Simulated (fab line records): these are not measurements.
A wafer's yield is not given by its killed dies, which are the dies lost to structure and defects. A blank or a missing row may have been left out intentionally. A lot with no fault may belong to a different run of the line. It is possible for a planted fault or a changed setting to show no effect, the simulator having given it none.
fab line records	flow gf180mcu
record: lots: 14	wafers: 40	lastDay: 34
route steps=602 shown V1@353 V2@391
lots that met no fault: taken from a fault-free run of the same line
startH: hours from the record's opening day to when the first of the lot's shown wafers began	waitH: hours elapsed since this lot's preceding step	" the same as in the row above	L1.1+2: several wafers, shown together as one row	- no value, or no start given	* or withheld: withheld	< > ~ a bound
route shown NAME@n: NAME is a module with steps in the file, n the number in the route of the first one	usual: mean/standard deviation of fault-free wafers	same: alike in all rows	chamber/n: place in a boat	sites: the reading at each site	_std_site: the values' standard deviation	_edge_site: the outer-site mean with the inner-site mean subtracted	radiusMm: how far each site lies from the wafer's centre	mask NAME#n: copy n	behind: tool/chamber where the wafer was last shaped	hold: why the lot was held/for how many hours/how that ended	device: the n, p or np transistor that did not switch	end of line: tests of these same wafers at the route's end	a step with no rows: only its recipe	killed: not the wafer's yield, but the dies lost to structure and defects at the first sort	map: a wafer's dies, marking killed ones x, the rest . and places with no die _
set.NAME: setting as actually run; set.NAME@STEP: the setting as run at that earlier step	model.NAME: the simulator's own value behind a step, which no gauge read
steps of the route over a sample of lots; a table a step, a row a wafer
services: when a tool's chamber went out of use (startH, in hours from the record's first day, below 0 if earlier), for how many hours, and the reason
== steps ==
step: GF_V1_STRIP_18
recipe: chemistry: O2/N2	powerW: 1400	pressureMtorr: 1500	platenTempC: 250	o2FlowSccm: 3000	n2FlowSccm: 300	overashFraction: 0.5
usual: drypumpMotorCurrentA: 5.6/0.31	heaterPowerW: 322/10	oesProductAu: 0.593/0.005
lot.wafer	tool	chamber	startH	waitH	drypumpMotorCurrentA	heaterPowerW	oesProductAu	rfHoursCounterH
L576.3	plasmaAsher-01	0	411.83	-	5.5	309	0.587	-
L576.5	"	0	"	"	5.5	324	0.594	-
L576.6	"	1	"	"	5.3	329	0.599	-
L577.1	plasmaAsher-01	0	421.74	-	5.5	314	0.595	81
L577.4	"	0	"	"	5.5	304	0.602	-
L577.5	"	1	"	"	5.3	328	0.598	-
L584.1	plasmaAsher-03	0	491.69	-	5.4	329	0.586	72
L584.6	"	0	"	"	5.4	322	0.602	-
L586.1	plasmaAsher-03	0	504.40	-	5.4	329	0.588	73
L586.3	"	0	"	"	5.4	337	0.590	-
L587.1	plasmaAsher-03	1	515.75	-	6.2	330	0.600	74
L587.5	"	1	"	"	6.2	331	0.601	-
L587.6	"	0	"	"	5.4	330	0.604	-
L588.4	plasmaAsher-01	0	517.03	-	5.5	310	0.587	-
L588.5	"	0	"	"	5.5	316	0.591	-
L588.6	"	1	"	"	5.3	336	0.582	-
L591.2	plasmaAsher-02	1	552.50	-	5.8	305	0.591	11
L591.3	"	0	"	"	5.5	327	0.600	-
L591.6	"	1	"	"	5.8	307	0.590	-
L592.2	plasmaAsher-01	1	556.49	-	5.3	330	0.595	96
L592.4	"	0	"	"	5.5	310	0.591	-
L592.5	"	0	"	"	5.5	308	0.598	-
L593.2	plasmaAsher-02	1	566.81	-	5.8	308	0.593	12
L593.3	"	1	"	"	5.8	306	0.596	-
L593.4	"	0	"	"	5.5	322	0.596	-
L594.1	plasmaAsher-01	0	569.14	-	5.5	316	0.604	98
L594.2	"	1	"	"	5.3	328	0.591	98
L594.3	"	1	"	"	5.3	315	0.585	-
L595.1	plasmaAsher-01	0	573.74	-	5.5	318	0.590	98
L595.3	"	0	"	"	5.5	311	0.590	-
L595.4	"	1	"	"	5.3	327	0.590	-
L597.1	plasmaAsher-02	1	589.00	-	5.8	301	0.600	14
L597.5	"	1	"	"	5.8	310	0.585	-
L597.6	"	0	"	"	5.5	328	0.589	-
L598.4	plasmaAsher-03	1	599.98	-	6.2	334	0.602	-
L598.5	"	0	"	"	5.4	331	0.599	-
L598.6	"	1	"	"	6.2	328	0.594	-
L599.2	plasmaAsher-01	0	602.58	-	5.5	306	0.600	102
L599.5	"	0	"	"	5.5	305	0.596	-
L599.6	"	1	"	"	5.3	333	0.592	-
step: GF_V2_COAT_09
recipe: resist: KrF	spinRpm: withheld	resistThkNm: 1000
lot.wafer	tool	chamber	startH	waitH
L576.3+5+6	lithoTrack-01	0	450	-
L577.1+4+5	lithoTrack-04	0	460	-
L584.1+6	lithoTrack-01	0	529	-
L586.1+3	lithoTrack-01	0	541	-
L587.1+5+6	lithoTrack-01	0	552	-
L588.4+5+6	lithoTrack-02	0	553	-
L591.2+3+6	lithoTrack-04	0	588	-
L592.2+4+5	lithoTrack-04	0	590	-
L593.2+3+4	lithoTrack-04	0	600	-
L594.1+2+3	lithoTrack-02	0	604	-
L595.1+3+4	lithoTrack-04	0	608	-
L597.1+5+6	lithoTrack-04	0	622	-
L598.4+5+6	lithoTrack-04	0	633	-
L599.2+5+6	lithoTrack-01	0	636	-
step: GF_V2_CD_MEAS_14
recipe: targetCdNm: 260
usual: cdNm: 259.9/1.2
lot.wafer	tool	chamber	startH	waitH	cdNm
L576.3	cdSem-01	-	462.80	0.1	260.1
L576.5	"	-	"	"	259.8
L576.6	"	-	"	"	259.6
L577.1	cdSem-02	-	473.35	0.1	259.6
L577.4	"	-	"	"	258.0
L577.5	"	-	"	"	258.6
L584.1	cdSem-02	-	541.41	0.1	264.8
L584.6	"	-	"	"	260.0
L586.1	cdSem-01	-	552.76	0.1	266.8
L586.3	"	-	"	"	262.1
L587.1	cdSem-01	-	563.81	0.1	264.0
L587.5	"	-	"	"	259.7
L587.6	"	-	"	"	258.8
L588.4	cdSem-01	-	565.77	0.1	262.2
L588.5	"	-	"	"	262.5
L588.6	"	-	"	"	261.4
L591.2	cdSem-02	-	598.62	0.1	260.9
L591.3	"	-	"	"	261.9
L591.6	"	-	"	"	261.5
L592.2	cdSem-02	-	601.32	0.1	260.3
L592.4	"	-	"	"	260.7
L592.5	"	-	"	"	260.8
L593.2	cdSem-02	-	611.65	0.2	260.4
L593.3	"	-	"	"	259.1
L593.4	"	-	"	"	258.1
L594.1	cdSem-01	-	614.21	0.1	259.1
L594.2	"	-	"	"	258.0
L594.3	"	-	"	"	258.9
L595.1	cdSem-01	-	618.61	0.1	259.8
L595.3	"	-	"	"	259.7
L595.4	"	-	"	"	261.1
L597.1	cdSem-02	-	632.91	0.1	260.7
L597.5	"	-	"	"	259.8
L597.6	"	-	"	"	260.5
L598.4	cdSem-02	-	643.12	0.1	261.6
L598.5	"	-	"	"	261.4
L598.6	"	-	"	"	262.0
L599.2	cdSem-01	-	647.12	0.1	257.3
L599.5	"	-	"	"	258.9
L599.6	"	-	"	"	258.0
step: GF_V2_ETCH_17
recipe: chemistry: C4F8/O2/Ar	maskMaterial: KrF	target: SiO2	stopOn: TiN	sourceW: 1500	biasW: 1200	pressureMtorr: 40	c4f8FlowSccm: withheld	O2_flow_sccm: 6	Ar_flow_sccm: 300	timeS: withheld	targetDepthA: 6300
usual: oesProductAu: 0.856/0.0044
lot.wafer	tool	chamber	startH	waitH	oesProductAu
L576.3	rieDiel-04	2	-	-	0.857
L576.5	"	3	"	"	0.865
L576.6	"	2	"	"	0.854
L577.1	rieDiel-01	1	-	-	0.860
L577.4	"	3	"	"	0.854
L577.5	"	3	"	"	0.853
L584.1	rieDiel-01	2	-	-	0.851
L584.6	"	3	"	"	0.859
L586.1	rieDiel-04	1	-	-	0.851
L586.3	"	2	"	"	0.857
L587.1	rieDiel-01	1	-	-	0.856
L587.5	"	3	"	"	0.854
L587.6	"	0	"	"	0.858
L588.4	rieDiel-04	3	-	-	0.856
L588.5	"	3	"	"	0.856
L588.6	"	0	"	"	0.851
L591.2	rieDiel-02	1	-	-	0.864
L591.3	"	0	"	"	0.856
L591.6	"	3	"	"	0.857
L592.2	rieDiel-01	1	-	-	0.854
L592.4	"	2	"	"	0.853
L592.5	"	1	"	"	0.856
L593.2	rieDiel-01	3	-	-	0.858
L593.3	"	1	"	"	0.852
L593.4	"	3	"	"	0.856
L594.1	rieDiel-02	1	-	-	0.852
L594.2	"	2	"	"	0.851
L594.3	"	0	"	"	0.850
L595.1	rieDiel-02	3	-	-	0.856
L595.3	"	1	"	"	0.855
L595.4	"	0	"	"	0.862
L597.1	rieDiel-01	0	-	-	0.857
L597.5	"	0	"	"	0.861
L597.6	"	3	"	"	0.856
L598.4	rieDiel-04	0	-	-	0.852
L598.5	"	1	"	"	0.856
L598.6	"	2	"	"	0.850
L599.2	rieDiel-04	2	-	-	0.858
L599.5	"	2	"	"	0.859
L599.6	"	3	"	"	0.852
step: GF_V2_STRIP_18
recipe: chemistry: O2/N2	powerW: 1400	pressureMtorr: 1500	platenTempC: 250	o2FlowSccm: 3000	n2FlowSccm: 300	overashFraction: 0.5
usual: drypumpMotorCurrentA: 5.48/0.19	heaterPowerW: 323/11	oesProductAu: 0.593/0.0051
lot.wafer	tool	chamber	startH	waitH	drypumpMotorCurrentA	heaterPowerW	oesProductAu	rfHoursCounterH
L576.3	plasmaAsher-01	0	463.08	-	5.52	319	0.590	-
L576.5	"	1	"	"	5.31	319	0.582	-
L576.6	"	0	"	"	5.50	312	0.593	-
L577.1	plasmaAsher-04	0	473.64	-	5.18	328	0.589	38
L577.4	"	0	"	"	5.22	325	0.599	-
L577.5	"	0	"	"	5.21	328	0.598	-
L584.1	plasmaAsher-04	1	541.69	-	5.56	340	0.536	46
L584.6	"	1	"	"	5.57	336	0.596	-
L586.1	plasmaAsher-02	0	553.04	-	5.56	323	0.552	11
L586.3	"	1	"	"	5.84	314	0.599	-
L587.1	plasmaAsher-02	0	564.10	-	5.54	321	0.542	11
L587.5	"	0	"	"	5.52	319	0.595	-
L587.6	"	1	"	"	5.86	308	0.593	-
L588.4	plasmaAsher-02	1	566.03	-	5.83	305	0.589	-
L588.5	"	0	"	"	5.51	319	0.600	-
L588.6	"	1	"	"	5.80	306	0.594	-
L591.2	plasmaAsher-04	1	598.89	-	5.56	336	0.585	53
L591.3	"	1	"	"	5.59	338	0.589	-
L591.6	"	0	"	"	5.25	332	0.587	-
L592.2	plasmaAsher-01	1	601.59	-	5.33	330	0.596	102
L592.4	"	0	"	"	5.55	306	0.594	-
L592.5	"	0	"	"	5.52	318	0.593	-
L593.2	plasmaAsher-01	0	611.92	-	5.51	312	0.593	103
L593.3	"	0	"	"	5.49	314	0.589	-
L593.4	"	1	"	"	5.30	315	0.598	-
L594.1	plasmaAsher-04	1	614.50	-	5.59	340	0.585	54
L594.2	"	0	"	"	5.22	342	0.590	54
L594.3	"	1	"	"	5.58	332	0.591	-
L595.1	plasmaAsher-04	1	618.90	-	5.61	334	0.592	55
L595.3	"	1	"	"	5.61	335	0.589	-
L595.4	"	0	"	"	5.22	323	0.589	-
L597.1	plasmaAsher-04	1	633.20	-	5.59	339	0.600	56
L597.5	"	0	"	"	5.24	340	0.599	-
L597.6	"	1	"	"	5.58	333	0.592	-
L598.4	plasmaAsher-02	0	643.38	-	5.54	322	0.597	-
L598.5	"	1	"	"	5.83	303	0.588	-
L598.6	"	0	"	"	5.52	314	0.591	-
L599.2	plasmaAsher-01	1	647.39	-	5.31	321	0.600	107
L599.5	"	1	"	"	5.32	327	0.595	-
L599.6	"	0	"	"	5.55	318	0.587	-
step: GF_V2_CMP_26
recipe: stopOn: SiO2	downForcePsi: 3.5	platenRpm: 60	tOverpolishS: 15	targetThkNm: 0	padVelocityMS: 0.94248
usual: motorCurrentA: 11.1/1.3	retainingRingPressureFrac: 1.000/0.0047
lot.wafer	tool	chamber	startH	waitH	motorCurrentA	retainingRingPressureFrac
L576.3	cmp-02	3	463.97	0.0	10.7	0.994
L576.5	"	3	"	"	10.9	0.995
L576.6	"	0	"	"	13.2	0.998
L577.1	cmp-02	2	474.65	0.1	11.6	0.999
L577.4	"	0	"	"	13.2	0.996
L577.5	"	1	"	"	10.3	1.001
L584.1	cmp-01	1	542.74	0.1	10.0	0.998
L584.6	"	0	"	"	9.7	0.999
L586.1	cmp-01	0	553.97	0.1	10.3	0.995
L586.3	"	2	"	"	10.2	0.994
L587.1	cmp-01	1	565.02	0.1	10.2	1.009
L587.6	"	1	"	"	9.8	1.002
L587.5	"	2	"	"	10.4	1.003
L588.4	cmp-01	1	567.07	0.2	10.1	0.997
L588.5	"	2	"	"	10.3	1.000
L588.6	"	3	"	"	13.1	1.001
L591.2	cmp-01	2	599.86	0.1	10.3	1.001
L591.3	"	0	"	"	10.2	1.003
L591.6	"	1	"	"	10.0	1.000
L592.4	cmp-02	0	602.52	0.0	13.3	1.004
L592.2	"	2	"	"	11.1	0.995
L592.5	"	0	"	"	12.8	1.002
L593.3	cmp-02	1	612.87	0.0	10.4	0.996
L593.4	"	2	"	"	11.4	0.994
L593.2	"	3	"	"	10.1	0.996
L594.3	cmp-02	3	615.43	0.0	10.5	0.999
L594.1	"	1	"	"	9.7	1.000
L594.2	"	2	"	"	11.0	0.999
L595.4	cmp-02	0	619.86	0.0	13.0	0.998
L595.1	"	1	"	"	10.0	1.003
L595.3	"	2	"	"	11.0	0.998
L597.1	cmp-01	2	634.27	0.2	10.3	1.003
L597.5	"	3	"	"	13.3	1.003
L597.6	"	0	"	"	10.4	0.993
L598.4	cmp-02	0	644.42	0.2	13.6	0.999
L598.6	"	1	"	"	9.9	1.001
L598.5	"	2	"	"	11.8	1.004
L599.2	cmp-02	1	648.46	0.2	9.8	1.010
L599.5	"	2	"	"	11.2	0.998
L599.6	"	3	"	"	10.8	1.009
== services ==
tool	chamber	startH	hours	kind
rieDiel-01	0	390.27	2.8	repair
rieDiel-01	-	395.51	2.8	pm
plasmaAsher-04	-	395.55	6.4	repair
plasmaAsher-02	-	400.77	28.1	pm
cmp-02	-	404.29	4.0	pm
cmp-02	-	404.65	1.0	repair
rieDiel-01	1	407.05	11.8	repair
plasmaAsher-02	-	428.87	9.0	pm
cmp-02	-	430.34	1.1	repair
plasmaAsher-02	-	474.19	3.1	repair
rieDiel-01	1	476.92	1.5	repair
rieDiel-01	-	476.98	0.7	repair
cmp-01	-	477.91	0.9	repair
cmp-02	-	486.00	7.8	pm
plasmaAsher-02	-	519.90	7.4	repair
plasmaAsher-04	-	523.97	1.6	repair
plasmaAsher-01	-	530.68	2.8	pm
rieDiel-01	3	542.76	3.3	repair
cmp-02	-	553.18	1.6	repair
plasmaAsher-02	-	556.33	2.8	pm
rieDiel-01	0	575.98	15.7	repair
cmp-02	-	577.55	0.8	repair
rieDiel-01	0	593.46	12.1	repair
rieDiel-01	1	608.02	3.5	repair
== key ==
firstSign: step: GF_V2_CD_MEAS_14	reading: cdNm	direction: up	sigmas: 4.3	usual: 259.9	struck: 265.2
effect: step: GF_V2_STRIP_18	reading: oesProductAu	direction: down	sigmas: 9.8	usual: 0.593	struck: 0.544
metAt GF_V2_COAT_09
struckLots L584,L586,L587
struckWafers L584.1,L586.1,L587.1
sortLeftOut L584.1
notActingAt GF_V1_STRIP_18,GF_V2_ETCH_17,GF_V2_CMP_26
onsetBetween 450 529
fault: kind: processParameterDrift	tool: lithoTrack-01	chamber: -	onsetH: 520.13	steps: GF_V2_COAT_09	channel: resistThkNm	offset: *	shape: step	endH: 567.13	scope: struckWafersOnly	actsIn: *	stated: *
sortLeftOut: the simulated sort isn't trusted on such a fault, so these wafers' sort isn't shown, and their yield isn't known
